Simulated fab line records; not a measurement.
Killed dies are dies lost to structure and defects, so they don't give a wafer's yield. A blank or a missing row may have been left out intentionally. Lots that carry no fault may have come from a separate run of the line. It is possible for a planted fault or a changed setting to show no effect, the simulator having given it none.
Which tool is to blame? + flow sky130 + 10 lots, 30 wafers sampled, at 4 steps of a route of 708

## WHAT THE GAUGES READ, wafer by wafer
SKY_VIA1_THK_MEAS_23: measures by xrf.
| lot  | measured     | on            | VIA1_W_THK (nm) |
|------|--------------|---------------|-----------------|
| L576 | day 35 12:17 | film metro-03 | 268 267 266     |
| L578 | day 36 07:35 | film metro-01 | 273 269 264     |
| L579 | day 36 23:55 | film metro-03 | 267 268 266     |
| L581 | day 37 00:19 | film metro-02 | 269 269 270     |
| L582 | day 37 05:58 | film metro-03 | 271 272 270     |
| L585 | day 39 02:16 | film metro-03 | 270 267 270     |
| L584 | day 39 02:55 | film metro-01 | 267 265 268     |
| L589 | day 39 07:01 | film metro-02 | 264 266 267     |
| L590 | day 39 08:18 | film metro-03 | 269 268 273     |
| L595 | day 40 16:22 | film metro-03 | 271 269 272     |

## WHAT TOOL EACH LOT RAN ON (gives the tool, then ch and the chambers of the sampled wafers, and finally the start)
| lot  | SKY_METAL1_ETCH_18                | SKY_VIA1_ETCH_14                   | SKY_VIA1_STRIP_16                    |
|------|-----------------------------------|------------------------------------|--------------------------------------|
| L576 | rie metal-03 ch 0, day 34 07:01   | rie diel-04 ch 0,1,3, day 35 11:17 | plasma asher-03 ch 0,1, day 35 11:22 |
| L578 | rie metal-01 ch 0,1, day 35 02:50 | rie diel-01 ch 0,1,2, day 36 06:38 | plasma asher-02 ch 1, day 36 06:43   |
| L579 | rie metal-02 ch 0,1, day 35 19:00 | rie diel-01 ch 2,3, day 36 22:57   | plasma asher-02 ch 0,1, day 36 23:02 |
| L581 | rie metal-01 ch 0,1, day 35 19:47 | rie diel-04 ch 0,1,3, day 36 23:19 | plasma asher-04 ch 0,1, day 36 23:25 |
| L582 | rie metal-03 ch 0,1, day 36 01:18 | rie diel-01 ch 0,2,3, day 37 04:58 | plasma asher-04 ch 0,1, day 37 05:04 |
| L585 | rie metal-03 ch 0, day 37 22:08   | rie diel-04 ch 0,1, day 39 01:18   | plasma asher-04 ch 0, day 39 01:23   |
| L584 | rie metal-02 ch 0,1, day 37 22:44 | rie diel-02 ch 2,3, day 39 01:32   | plasma asher-03 ch 0,1, day 39 01:37 |
| L589 | rie metal-01 ch 0,1, day 38 03:22 | rie diel-01 ch 1,2, day 39 05:42   | plasma asher-04 ch 0,1, day 39 05:50 |
| L590 | rie metal-03 ch 0, day 38 04:33   | rie diel-01 ch 0,3, day 39 07:20   | plasma asher-04 ch 0,1, day 39 07:25 |
| L595 | rie metal-02 ch 0,1, day 39 13:53 | rie diel-02 ch 0,3, day 40 15:25   | plasma asher-02 ch 0,1, day 40 15:31 |
- SKY_METAL1_ETCH_18: etches BARC in N2/H2, stops on SiO2, time 45.9 s, target depth 60 nm.
- SKY_VIA1_ETCH_14: etches BARC in N2/H2, stops on SiO2, time 45.9 s, target depth 60 nm.
- SKY_VIA1_STRIP_16: strips in O2/N2.

## WHAT THE TOOLS THEMSELVES READ (means of the sampled wafers that have a number; where no wafer has one, the mark that the record gives instead)
SKY_METAL1_ETCH_18.
| lot  | tool         | drypump motor current A (A) | oes product au (a.u.) | rf fwd power W (W) | throttle valve pct (%) |
|------|--------------|-----------------------------|-----------------------|--------------------|------------------------|
| L576 | rie metal-03 | 6.6                         | 0.857                 | 494.1              | 13.227                 |
| L578 | rie metal-01 | 5.7                         | 0.857                 | 495.9              | 13.218                 |
| L579 | rie metal-02 | 6.3                         | 0.856                 | 494.9              | 13.218                 |
| L581 | rie metal-01 | 5.4                         | 0.853                 | 497.3              | 13.225                 |
| L582 | rie metal-03 | 6.0                         | 0.856                 | 494.3              | 13.229                 |
| L585 | rie metal-03 | 6.6                         | 0.849                 | 493.3              | 13.216                 |
| L584 | rie metal-02 | 6.3                         | 0.858                 | 494.7              | 13.228                 |
| L589 | rie metal-01 | 5.7                         | 0.856                 | 494.5              | 13.222                 |
| L590 | rie metal-03 | 6.6                         | 0.855                 | 494.4              | 13.222                 |
| L595 | rie metal-02 | 6.3                         | 0.851                 | 492.8              | 13.227                 |

SKY_VIA1_ETCH_14.
| lot  | tool        | drypump motor current A (A) | oes product au (a.u.) | rf fwd power W (W) | throttle valve pct (%) |
|------|-------------|-----------------------------|-----------------------|--------------------|------------------------|
| L576 | rie diel-04 | 5.8                         | 0.857                 | 494.3              | 13.225                 |
| L578 | rie diel-01 | 6.2                         | 0.853                 | 496.0              | 13.224                 |
| L579 | rie diel-01 | 6.1                         | 0.854                 | 497.1              | 13.220                 |
| L581 | rie diel-04 | 5.8                         | 0.854                 | 494.8              | 13.234                 |
| L582 | rie diel-01 | 6.1                         | 0.853                 | 494.8              | 13.230                 |
| L585 | rie diel-04 | 6.1                         | 0.853                 | 494.8              | 13.228                 |
| L584 | rie diel-02 | 5.2                         | 0.847                 | 495.5              | 13.231                 |
| L589 | rie diel-01 | 6.2                         | 0.856                 | 573.0              | 13.219                 |
| L590 | rie diel-01 | 6.1                         | 0.858                 | 576.4              | 13.230                 |
| L595 | rie diel-02 | 5.1                         | 0.856                 | 497.3              | 13.218                 |

SKY_VIA1_STRIP_16.
| lot  | tool            | drypump motor current A (A) | oes product au (a.u.) | strip time to endpoint s (s) |
|------|-----------------|-----------------------------|-----------------------|------------------------------|
| L576 | plasma asher-03 | 5.7                         | 0.414                 | 4.447                        |
| L578 | plasma asher-02 | 5.4                         | 0.418                 | 4.473                        |
| L579 | plasma asher-02 | 5.2                         | 0.416                 | 4.439                        |
| L581 | plasma asher-04 | 6.2                         | 0.417                 | 4.473                        |
| L582 | plasma asher-04 | 6.2                         | 0.415                 | 4.443                        |
| L585 | plasma asher-04 | 6.2                         | 0.416                 | 4.473                        |
| L584 | plasma asher-03 | 5.7                         | 0.416                 | 4.492                        |
| L589 | plasma asher-04 | 6.1                         | 0.415                 | 4.390                        |
| L590 | plasma asher-04 | 6.1                         | 0.417                 | 4.395                        |
| L595 | plasma asher-02 | 5.2                         | 0.419                 | 4.467                        |

## THE ANSWER, worked out from the rows above alone
Rule: usual is defined by the lots themselves. Put in order of their means at a reading, lots are off if they are a third of the lots or fewer, leave a main group of 4 or more, and stand apart from it by a gap of 3 or more times the standard deviation of the main group's means; of several such gaps the widest counts. The tables above print the reading to a certain number of digits; a main group whose means all agree to those digits is not used. Also off: a lot with no number at a reading for which 4 or more lots have one. Where the step has rows for the other lots, those lots are counted as sound. First the gauges in route order, then the tools' own readings, where a lot's mean is used as printed above. At the first step where some lot is off, the reading lying furthest off is the one used; lots without a number count as furthest.
Off, at SKY_VIA1_ETCH_14 on rf fwd power W: L589, L590. The main group has a mean of 495.6 W with a standard deviation of 1.1.
A tool fits if, at that step or a process step before it, it ran every lot that is off, and no sound lot after the first of them. One fits: rie diel-01 at SKY_VIA1_ETCH_14. A fault onset in the window from L582 (day 37 04:58, its last sound lot) to L589 (day 39 05:42, its first lot off) fits.
On the lots that are off, the tool's own readings at SKY_VIA1_ETCH_14 differ by more than 5 times the standard deviation of the sound lots' means, which bears it out; rf fwd power W reads 574.7 W there versus 495.6 W on the sound lots.

## WHAT HAD BEEN PUT IN BY THE SIMULATOR
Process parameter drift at SKY_VIA1_ETCH_14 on rie diel-01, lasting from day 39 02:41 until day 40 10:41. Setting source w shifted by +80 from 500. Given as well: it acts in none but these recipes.
Lots struck among those shown: L589, L590. The rule above found the same.
